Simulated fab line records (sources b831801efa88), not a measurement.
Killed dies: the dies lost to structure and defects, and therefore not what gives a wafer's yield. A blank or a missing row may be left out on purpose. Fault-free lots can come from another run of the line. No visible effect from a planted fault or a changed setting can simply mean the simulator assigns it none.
Which tool did it? | flow sky130 | 21 wafers sampled from 7 lots at 1 step of a route of 708

## WHAT THE GAUGES SHOWED, per wafer
SKY_LDD_N_OVL_MEAS_07.
lot  | measured     | on         | LDD_N_OVL (nm)
L902 | day 18 04:53 | overlay-01 | 1.9 1.6 0.4
L904 | day 19 01:02 | overlay-01 | -0.8 -2.3 -1.2
L906 | day 19 17:20 | overlay-02 | -0.3 2.2 0.1
L908 | day 20 13:39 | overlay-02 | 0.4 1.8 0.4
L918 | day 23 22:55 | overlay-02 | 0.3 2.1 -0.2
L920 | day 24 14:46 | overlay-02 | 3.5 2.9 1.0
L924 | day 26 07:31 | overlay-01 | 0.6 -0.1 0.6

## WHICH TOOL RAN EACH LOT (tool, then ch and the chambers of the sampled wafers, then the start)
No process step before these readings appears in the record.

## THE ANSWER, worked out from the rows above alone
Rule: the lots themselves supply what counts as usual. Put in order of their means at a reading, lots are off if they are a third of the lots or fewer, leave a main group of 4 or more, and stand apart from it by a gap of 3 or more times the standard deviation of the main group's means; of several such gaps the widest counts. A main group whose means are all the same, to the digits that the tables above print for the reading, isn't used. A lot without any number at a reading at which 4 lots or more have one is off too. Where the step has rows for the other lots, those lots are counted as sound.
No lot is off on any of the readings shown, so nothing can be concluded from this.

## WHAT WAS PUT IN BY THE SIMULATOR
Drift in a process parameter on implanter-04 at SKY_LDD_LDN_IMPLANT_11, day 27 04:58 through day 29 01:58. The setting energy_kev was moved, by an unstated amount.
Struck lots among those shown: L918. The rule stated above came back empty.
